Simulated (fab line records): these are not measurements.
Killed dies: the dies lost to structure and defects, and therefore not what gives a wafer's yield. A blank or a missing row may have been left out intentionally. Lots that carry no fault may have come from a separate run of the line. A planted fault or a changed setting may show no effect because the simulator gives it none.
Which tool is to blame? | flow gf180mcu | 39 wafers from 13 lots sampled at 2 of the route's 602 steps

WHAT THE GAUGES READ, wafer by wafer
GF_V4_THK_MEAS_03. Usual: V4_CVD_02_THK 851 nm, standard deviation 11.
lot  | measured     | on            | V4_CVD_02_THK (nm) | flag
L588 | day 23 14:29 | film-metro-03 | 834 836 853        |
L589 | day 23 16:10 | film-metro-02 | 851 860 850        |
L590 | day 24 09:37 | film-metro-03 | 848 854 858        |
L596 | day 26 01:56 | film-metro-03 | 838 833 844        |
L600 | day 27 13:28 | film-metro-02 | 843 846 864        |
L601 | day 28 00:55 | film-metro-01 | 846 848 853        |
L603 | day 28 12:59 | film-metro-02 | 834 844 852        |
L605 | day 28 23:44 | film-metro-02 | 843 849 849        |
L606 | day 29 08:57 | film-metro-01 | 850 842 859        |
L608 | day 30 00:12 | film-metro-01 | 832 858 864        |
L609 | day 30 02:09 | film-metro-03 | 830 832 850        |
L610 | day 30 07:51 | film-metro-03 | 856 871 858        |
L611 | day 30 18:16 | film-metro-03 | 853 847 860        |

WHAT TOOL EACH LOT RAN ON (gives the tool, then ch and the chambers of the sampled wafers, and finally the start)
lot  | GF_V3_ETCH_16
L588 | rie-diel-03 ch 0,1,2, day 22 12:52
L589 | rie-diel-04 ch 0,3, day 22 14:17
L590 | rie-diel-03 ch 1,3, day 23 08:26
L596 | rie-diel-01 ch 0,2,3, day 25 02:25
L600 | rie-diel-03 ch 0,1,3, day 26 14:10
L601 | rie-diel-04 ch 0,1,2, day 27 01:31
L603 | rie-diel-01 ch 1,2,3, day 27 14:37
L605 | rie-diel-04 ch 1,2,3, day 28 01:14
L606 | rie-diel-01 ch 2,3, day 28 10:41
L608 | rie-diel-04 ch 2,3, day 29 02:19
L609 | rie-diel-03 ch 1,3, day 29 04:23
L610 | rie-diel-03 ch 0,1,3, day 29 11:04
L611 | rie-diel-01 ch 0,1,3, day 29 21:28
- GF_V3_ETCH_16: etches BARC in N2/H2.

AS READ BY THE TOOLS THEMSELVES (means over the sampled wafers that have a number; for cases with no such wafer, the mark the record gives instead)
GF_V3_ETCH_16. Usual: drypump-motor-current-A 6.0 A, standard deviation 0.52; n2-flow-sccm 100.0 sccm, standard deviation 0.31; oes-product-au 0.854 a.u., standard deviation 0.0051; throttle-valve-pct 13.224 %, standard deviation 0.0088.
lot  | tool        | drypump-motor-current-A (A) | n2-flow-sccm (sccm) | oes-product-au (a.u.) | throttle-valve-pct (%) | flag
L588 | rie-diel-03 | 5.9                         | 99.9                | 0.855                 | 13.229                 |
L589 | rie-diel-04 | 6.4                         | 99.7                | 0.855                 | 13.227                 |
L590 | rie-diel-03 | 5.8                         | 100.1               | 0.862                 | 13.223                 |
L596 | rie-diel-01 | 5.5                         | 100.0               | 0.857                 | 13.223                 |
L600 | rie-diel-03 | 6.1                         | 99.8                | 0.861                 | 13.227                 |
L601 | rie-diel-04 | 6.5                         | 100.1               | 0.856                 | 13.229                 |
L603 | rie-diel-01 | 5.6                         | 100.4               | 0.858                 | 13.216                 |
L605 | rie-diel-04 | 6.3                         | 99.7                | 0.850                 | 13.227                 |
L606 | rie-diel-01 | 5.2                         | 100.1               | 0.859                 | 13.221                 |
L608 | rie-diel-04 | 6.1                         | 100.0               | 0.853                 | 13.229                 |
L609 | rie-diel-03 | 5.9                         | 100.1               | 0.856                 | 13.221                 |
L610 | rie-diel-03 | 6.2                         | 100.0               | 0.858                 | 13.228                 |
L611 | rie-diel-01 | 5.9                         | 99.9                | 0.844                 | 13.231                 |

THE ANSWER, worked out from the rows above alone
Rule: take the mean of a lot's wafers that have a number; if it is more than 3 standard deviations from the usual mean, the lot is off. A lot without any number at a reading at which 4 lots or more have one is off too. Where the step has rows for the other lots, those lots are counted as sound. First the gauges in route order, then the tools' own readings, where a lot's mean is used as printed above. At the first step where some lot is off, the reading lying furthest off is the one used; lots without a number count as furthest.
No lot is off at any reading shown: from this, nothing can be told.

WHAT THE SIMULATOR HAD PUT IN
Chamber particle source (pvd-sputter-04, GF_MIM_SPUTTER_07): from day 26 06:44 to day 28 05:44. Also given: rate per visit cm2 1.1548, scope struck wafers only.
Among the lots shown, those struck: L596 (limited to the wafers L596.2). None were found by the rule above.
